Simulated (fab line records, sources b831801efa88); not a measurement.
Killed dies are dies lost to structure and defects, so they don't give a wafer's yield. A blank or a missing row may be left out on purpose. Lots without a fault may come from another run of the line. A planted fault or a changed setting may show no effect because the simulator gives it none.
Which tool did it? | flow sky130 | 13 lots, 39 wafers sampled, at 4 steps of a route of 708

WHAT THE GAUGES READ, wafer by wafer
SKY_GATE_OXIDE_THK_MEAS_02.
lot  | measured     | on            | GATE_OXIDE_OXIDATION_00_THK (nm)
L409 | day 14 03:47 | film_metro-04 | 10.28 10.23 10.14
L410 | day 14 14:04 | film_metro-04 | 10.36 10.57 10.44
L411 | day 15 07:44 | film_metro-01 | 10.16 10.20 10.33
L412 | day 15 15:59 | film_metro-01 | 10.18 10.13 10.13
L413 | day 16 00:10 | film_metro-01 | 10.01 10.21 10.19
L416 | day 16 14:34 | film_metro-01 | 10.45 10.17 10.38
L419 | day 17 12:33 | film_metro-01 | 10.32 10.43 10.29
L420 | day 17 20:08 | film_metro-01 | 10.00 9.94 9.94
L425 | day 19 02:29 | film_metro-01 | 10.40 10.20 10.10
L426 | day 19 14:49 | film_metro-01 | 10.00 9.97 10.00
L428 | day 20 02:14 | film_metro-01 | 9.70 9.69 9.73
L429 | day 20 05:28 | film_metro-01 | 9.91 9.88 9.83
L430 | day 20 16:43 | film_metro-04 | 10.08 9.91 10.02

SKY_SD_P_CD_MEAS_07: target cd 380 nm.
lot  | measured     | on        | cd_nm (nm)
L409 | day 26 21:58 | cd_sem-02 | 380.3 377.1 379.3
L410 | day 27 03:38 | cd_sem-01 | 382.0 380.6 380.5
L411 | day 27 23:50 | cd_sem-02 | 383.4 378.6 380.3
L412 | day 28 07:56 | cd_sem-01 | 380.6 379.5 381.6
L413 | day 28 16:37 | cd_sem-01 | 378.8 379.7 378.8
L416 | day 29 11:26 | cd_sem-01 | 377.3 375.9 377.1
L419 | day 30 07:27 | cd_sem-01 | 378.6 380.9 381.0
L420 | day 30 17:22 | cd_sem-02 | 382.7 379.8 381.3
L425 | day 31 20:01 | cd_sem-02 | 377.3 379.4 380.1
L426 | day 32 03:13 | cd_sem-01 | 379.8 377.1 378.8
L428 | day 32 16:29 | cd_sem-01 | 376.8 376.2 377.8
L429 | day 32 19:56 | cd_sem-02 | 378.1 377.9 378.6
L430 | day 33 09:42 | cd_sem-01 | 379.9 378.4 378.4

WHICH TOOL RAN EACH LOT (tool, then ch and the chambers of the sampled wafers, then the start)
lot  | SKY_POLY_GATE_ETCH_15              | SKY_LDD_LDN_IMPLANT_11
L409 | rie_diel-01 ch 1,2,3, day 17 23:14 | implanter-04 ch 0, day 24 07:30
L410 | rie_diel-01 ch 0,2,3, day 18 06:41 | implanter-01 ch 0, day 24 15:49
L411 | rie_diel-02 ch 0,1,2, day 19 01:40 | implanter-01 ch 0, day 25 12:38
L412 | rie_diel-04 ch 1,2, day 19 09:40   | implanter-04 ch 0, day 25 18:41
L413 | rie_diel-04 ch 0,1,3, day 19 19:38 | implanter-02 ch 0, day 26 05:07
L416 | rie_diel-02 ch 1,2,3, day 20 11:44 | implanter-04 ch 0, day 26 22:16
L419 | rie_diel-01 ch 1,2,3, day 21 13:49 | implanter-02 ch 0, day 27 20:45
L420 | rie_diel-01 ch 2,3, day 21 19:56   | implanter-02 ch 0, day 28 04:18
L425 | rie_diel-01 ch 2,3, day 23 03:28   | implanter-04 ch 0, day 29 09:42
L426 | rie_diel-04 ch 0,1,3, day 23 13:59 | implanter-01 ch 0, day 29 18:20
L428 | rie_diel-02 ch 0,1,2, day 24 00:43 | implanter-04 ch 0, day 30 05:46
L429 | rie_diel-01 ch 0,2,3, day 24 03:47 | implanter-04 ch 0, day 30 07:58
L430 | rie_diel-01 ch 0,1,3, day 24 17:44 | implanter-02 ch 0, day 30 21:27
- SKY_POLY_GATE_ETCH_15: etches BARC in N2/H2, stops on SiO2, time 118.5 s, target depth 110 nm.
- SKY_LDD_LDN_IMPLANT_11

WHAT THE TOOLS THEMSELVES READ (means of the sampled wafers that have a number; where no wafer has one, the mark that the record gives instead)
SKY_POLY_GATE_ETCH_15.
lot  | tool        | drypump_motor_current_A (A) | oes_product_au (a.u.) | throttle_valve_pct (%)
L409 | rie_diel-01 | 6.1                         | 0.713                 | 13.212
L410 | rie_diel-01 | 6.0                         | 0.712                 | 13.206
L411 | rie_diel-02 | 6.0                         | 0.719                 | 13.222
L412 | rie_diel-04 | 6.1                         | 0.716                 | 13.206
L413 | rie_diel-04 | 6.0                         | 0.716                 | 13.208
L416 | rie_diel-02 | 6.1                         | 0.717                 | 13.212
L419 | rie_diel-01 | 6.1                         | 0.717                 | 13.212
L420 | rie_diel-01 | 6.1                         | 0.719                 | 13.216
L425 | rie_diel-01 | 6.1                         | 0.715                 | 13.210
L426 | rie_diel-04 | 6.0                         | 0.714                 | 13.210
L428 | rie_diel-02 | 6.0                         | 0.714                 | 13.218
L429 | rie_diel-01 | 6.0                         | 0.719                 | 13.214
L430 | rie_diel-01 | 6.1                         | 0.714                 | 13.210

SKY_LDD_LDN_IMPLANT_11.
lot  | tool         | dose_ions_cm2
L409 | implanter-04 | 1.2492e+13
L410 | implanter-01 | 1.2502e+13
L411 | implanter-01 | 1.2502e+13
L412 | implanter-04 | 1.2499e+13
L413 | implanter-02 | 1.2495e+13
L416 | implanter-04 | 1.2508e+13
L419 | implanter-02 | 1.2751e+13
L420 | implanter-02 | 1.2765e+13
L425 | implanter-04 | 1.2502e+13
L426 | implanter-01 | 1.2503e+13
L428 | implanter-04 | 1.2484e+13
L429 | implanter-04 | 1.2507e+13
L430 | implanter-02 | 1.2494e+13

THE ANSWER, worked out from the rows above alone
Rule: what is usual is taken from the lots themselves. Put in order of their means at a reading, lots are off if they are a third of the lots or fewer, leave a main group of 4 or more, and stand apart from it by a gap of 3 or more times the standard deviation of the main group's means; of several such gaps the widest counts. A main group whose means are all the same, to the digits that the tables above print for the reading, isn't used. A lot without any number at a reading at which 4 lots or more have one is off too. The other lots that the step has rows for count as sound. The gauges are gone through in route order, then the tools' own readings, and for those a lot's mean is taken as printed above. The first step at which some lot is off is used, and at that step the reading that is off furthest; a lot without a number counts as furthest.
Off: L419, L420, at SKY_LDD_LDN_IMPLANT_11 (dose_ions_cm2). The main group: mean 1.2499e+13, standard deviation 6.8e+09.
A tool fits if, at that step or a process step before it, it ran every lot that is off, and no sound lot after the first of them. None of those tried fits.

WHAT THE SIMULATOR HAD PUT IN
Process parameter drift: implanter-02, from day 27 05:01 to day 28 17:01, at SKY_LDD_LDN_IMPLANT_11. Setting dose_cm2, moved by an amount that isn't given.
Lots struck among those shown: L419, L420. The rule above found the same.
